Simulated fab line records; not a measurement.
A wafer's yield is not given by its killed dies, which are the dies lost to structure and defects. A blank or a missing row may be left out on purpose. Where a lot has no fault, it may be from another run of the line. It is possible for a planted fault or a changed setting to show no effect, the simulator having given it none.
Which tool is to blame? || flow sky130 || Sampling: 12 lots, 35 wafers, 3 of 708 route steps

## WHAT EACH GAUGE READ, for each wafer
SKY_CAPM_RS_MEAS_03: measurement is done with a four-point probe. Usual: CAPM_TIN_RS typically reads 6.91 ohm/sq, with standard deviation 0.077.
{"lot": "L986", "measured": "day 37 06:09", "on": "film-metro-02", "CAPM_TIN_RS (ohm/sq)": "6.91 6.90 6.81", "flag": ""}
{"lot": "L987", "measured": "day 37 19:44", "on": "film-metro-04", "CAPM_TIN_RS (ohm/sq)": "7.02 6.87 6.92", "flag": ""}
{"lot": "L989", "measured": "day 38 18:55", "on": "film-metro-01", "CAPM_TIN_RS (ohm/sq)": "6.95 6.96 6.84", "flag": ""}
{"lot": "L993", "measured": "day 39 22:25", "on": "film-metro-04", "CAPM_TIN_RS (ohm/sq)": "6.91 6.89 6.85", "flag": ""}
{"lot": "L997", "measured": "day 40 14:42", "on": "film-metro-04", "CAPM_TIN_RS (ohm/sq)": "6.74 6.80 6.88", "flag": ""}
{"lot": "L998", "measured": "day 41 06:35", "on": "film-metro-04", "CAPM_TIN_RS (ohm/sq)": "6.91 6.92 6.85", "flag": ""}
{"lot": "L999", "measured": "day 41 12:36", "on": "film-metro-04", "CAPM_TIN_RS (ohm/sq)": "7.05 6.88 6.89", "flag": ""}
{"lot": "L100", "measured": "day 41 16:53", "on": "film-metro-04", "CAPM_TIN_RS (ohm/sq)": "6.99 7.07", "flag": ""}
{"lot": "L102", "measured": "day 41 21:43", "on": "film-metro-04", "CAPM_TIN_RS (ohm/sq)": "6.80 7.01 6.88", "flag": ""}
{"lot": "L103", "measured": "day 42 04:58", "on": "film-metro-01", "CAPM_TIN_RS (ohm/sq)": "6.96 6.96 6.98", "flag": ""}
{"lot": "L105", "measured": "day 42 20:25", "on": "film-metro-01", "CAPM_TIN_RS (ohm/sq)": "6.81 6.86 6.85", "flag": ""}
{"lot": "L106", "measured": "day 43 02:10", "on": "film-metro-04", "CAPM_TIN_RS (ohm/sq)": "6.77 6.81 6.77", "flag": ""}

SKY_VIA3_CD_MEAS_12: target cd 200 nm. Usual: cd-nm reads 200.1 nm (standard deviation 1.3).
{"lot": "L986", "measured": "day 40 10:55", "on": "cd-sem-01", "cd-nm (nm)": "200.7 199.8 198.9", "flag": ""}
{"lot": "L987", "measured": "day 41 00:26", "on": "cd-sem-02", "cd-nm (nm)": "198.5 198.4 199.4", "flag": ""}
{"lot": "L989", "measured": "day 41 22:16", "on": "cd-sem-01", "cd-nm (nm)": "203.2 202.3 200.8", "flag": ""}
{"lot": "L993", "measured": "day 42 23:44", "on": "cd-sem-01", "cd-nm (nm)": "198.6 199.2 198.4", "flag": ""}
{"lot": "L997", "measured": "day 43 15:35", "on": "cd-sem-02", "cd-nm (nm)": "199.1 200.3 200.2", "flag": ""}
{"lot": "L998", "measured": "day 44 07:55", "on": "cd-sem-02", "cd-nm (nm)": "199.4 198.7 199.1", "flag": ""}
{"lot": "L999", "measured": "day 44 12:11", "on": "cd-sem-02", "cd-nm (nm)": "199.2 199.4 198.9", "flag": ""}
{"lot": "L100", "measured": "day 44 16:35", "on": "cd-sem-02", "cd-nm (nm)": "197.8 198.5", "flag": ""}
{"lot": "L102", "measured": "day 44 20:27", "on": "cd-sem-01", "cd-nm (nm)": "201.6 201.6 202.8", "flag": ""}
{"lot": "L103", "measured": "day 45 02:46", "on": "cd-sem-02", "cd-nm (nm)": "203.3 202.9 200.1", "flag": ""}
{"lot": "L105", "measured": "day 45 18:26", "on": "cd-sem-02", "cd-nm (nm)": "197.6 198.4 199.3", "flag": ""}
{"lot": "L106", "measured": "day 45 21:31", "on": "cd-sem-02", "cd-nm (nm)": "201.1 198.8 201.3", "flag": ""}

## WHICH TOOL RAN EACH LOT (tool, then ch and the chambers of the sampled wafers, then the start)
{"lot": "L986", "SKY_METAL3_STRIP_19": "plasma-asher-02 ch 0,1, day 39 09:26"}
{"lot": "L987", "SKY_METAL3_STRIP_19": "plasma-asher-01 ch 0,1, day 39 22:20"}
{"lot": "L989", "SKY_METAL3_STRIP_19": "plasma-asher-01 ch 1, day 40 20:38"}
{"lot": "L993", "SKY_METAL3_STRIP_19": "plasma-asher-01 ch 0,1, day 41 23:04"}
{"lot": "L997", "SKY_METAL3_STRIP_19": "plasma-asher-02 ch 0,1, day 42 15:26"}
{"lot": "L998", "SKY_METAL3_STRIP_19": "plasma-asher-01 ch 0,1, day 43 08:10"}
{"lot": "L999", "SKY_METAL3_STRIP_19": "plasma-asher-01 ch 0, day 43 12:34"}
{"lot": "L100", "SKY_METAL3_STRIP_19": "plasma-asher-02 ch 0,1, day 43 17:00"}
{"lot": "L102", "SKY_METAL3_STRIP_19": "plasma-asher-01 ch 0,1, day 43 21:17"}
{"lot": "L103", "SKY_METAL3_STRIP_19": "plasma-asher-04 ch 0,1, day 44 03:32"}
{"lot": "L105", "SKY_METAL3_STRIP_19": "plasma-asher-04 ch 0,1, day 44 19:35"}
{"lot": "L106", "SKY_METAL3_STRIP_19": "plasma-asher-04 ch 1, day 44 23:19"}
- SKY_METAL3_STRIP_19: strips in O2/N2.

## WHAT THE TOOLS THEMSELVES READ (means of the sampled wafers that have a number; where no wafer has one, the mark that the record gives instead)
SKY_METAL3_STRIP_19. Usual: drypump-motor-current-A 5.94 A, standard deviation 0.26; o2-flow-sccm 3000 sccm, standard deviation 9.3; oes-product-au 0.503 a.u., standard deviation 0.0058; strip-time-to-endpoint-s 6.53 s, standard deviation 0.075.
{"lot": "L986", "tool": "plasma-asher-02", "drypump-motor-current-A (A)": 5.91, "o2-flow-sccm (sccm)": 2998, "oes-product-au (a.u.)": 0.506, "strip-time-to-endpoint-s (s)": 6.52, "flag": ""}
{"lot": "L987", "tool": "plasma-asher-01", "drypump-motor-current-A (A)": 5.77, "o2-flow-sccm (sccm)": 3003, "oes-product-au (a.u.)": 0.508, "strip-time-to-endpoint-s (s)": 6.62, "flag": ""}
{"lot": "L989", "tool": "plasma-asher-01", "drypump-motor-current-A (A)": 5.69, "o2-flow-sccm (sccm)": 2999, "oes-product-au (a.u.)": 0.502, "strip-time-to-endpoint-s (s)": 6.55, "flag": ""}
{"lot": "L993", "tool": "plasma-asher-01", "drypump-motor-current-A (A)": 5.84, "o2-flow-sccm (sccm)": 2992, "oes-product-au (a.u.)": 0.506, "strip-time-to-endpoint-s (s)": 6.53, "flag": ""}
{"lot": "L997", "tool": "plasma-asher-02", "drypump-motor-current-A (A)": 6.09, "o2-flow-sccm (sccm)": 3009, "oes-product-au (a.u.)": 0.501, "strip-time-to-endpoint-s (s)": 6.54, "flag": ""}
{"lot": "L998", "tool": "plasma-asher-01", "drypump-motor-current-A (A)": 5.85, "o2-flow-sccm (sccm)": 3002, "oes-product-au (a.u.)": 0.493, "strip-time-to-endpoint-s (s)": 6.45, "flag": ""}
{"lot": "L999", "tool": "plasma-asher-01", "drypump-motor-current-A (A)": 5.94, "o2-flow-sccm (sccm)": 2998, "oes-product-au (a.u.)": 0.501, "strip-time-to-endpoint-s (s)": 6.43, "flag": ""}
{"lot": "L100", "tool": "plasma-asher-02", "drypump-motor-current-A (A)": 6.00, "o2-flow-sccm (sccm)": 2982, "oes-product-au (a.u.)": 0.506, "strip-time-to-endpoint-s (s)": 6.61, "flag": ""}
{"lot": "L102", "tool": "plasma-asher-01", "drypump-motor-current-A (A)": 5.77, "o2-flow-sccm (sccm)": 3005, "oes-product-au (a.u.)": 0.502, "strip-time-to-endpoint-s (s)": 6.45, "flag": ""}
{"lot": "L103", "tool": "plasma-asher-04", "drypump-motor-current-A (A)": 6.10, "o2-flow-sccm (sccm)": 3005, "oes-product-au (a.u.)": 0.503, "strip-time-to-endpoint-s (s)": 6.49, "flag": ""}
{"lot": "L105", "tool": "plasma-asher-04", "drypump-motor-current-A (A)": 6.26, "o2-flow-sccm (sccm)": 3008, "oes-product-au (a.u.)": 0.509, "strip-time-to-endpoint-s (s)": 6.61, "flag": ""}
{"lot": "L106", "tool": "plasma-asher-04", "drypump-motor-current-A (A)": 6.45, "o2-flow-sccm (sccm)": 3005, "oes-product-au (a.u.)": 0.502, "strip-time-to-endpoint-s (s)": 6.54, "flag": ""}

## THE ANSWER, worked out from the rows above alone
Rule: a lot counts as off when the mean over its wafers that have a number is more than 3 standard deviations away from the usual mean. Also off: a lot with no number at a reading for which 4 or more lots have one. Where the step has rows for the other lots, those lots are counted as sound. The gauges are gone through in route order, then the tools' own readings, and for those a lot's mean is taken as printed above. At the first step where some lot is off, the reading lying furthest off is the one used; lots without a number count as furthest.
No lot is off at any reading shown: from this, nothing can be told.

## WHAT THE SIMULATOR HAD PUT IN
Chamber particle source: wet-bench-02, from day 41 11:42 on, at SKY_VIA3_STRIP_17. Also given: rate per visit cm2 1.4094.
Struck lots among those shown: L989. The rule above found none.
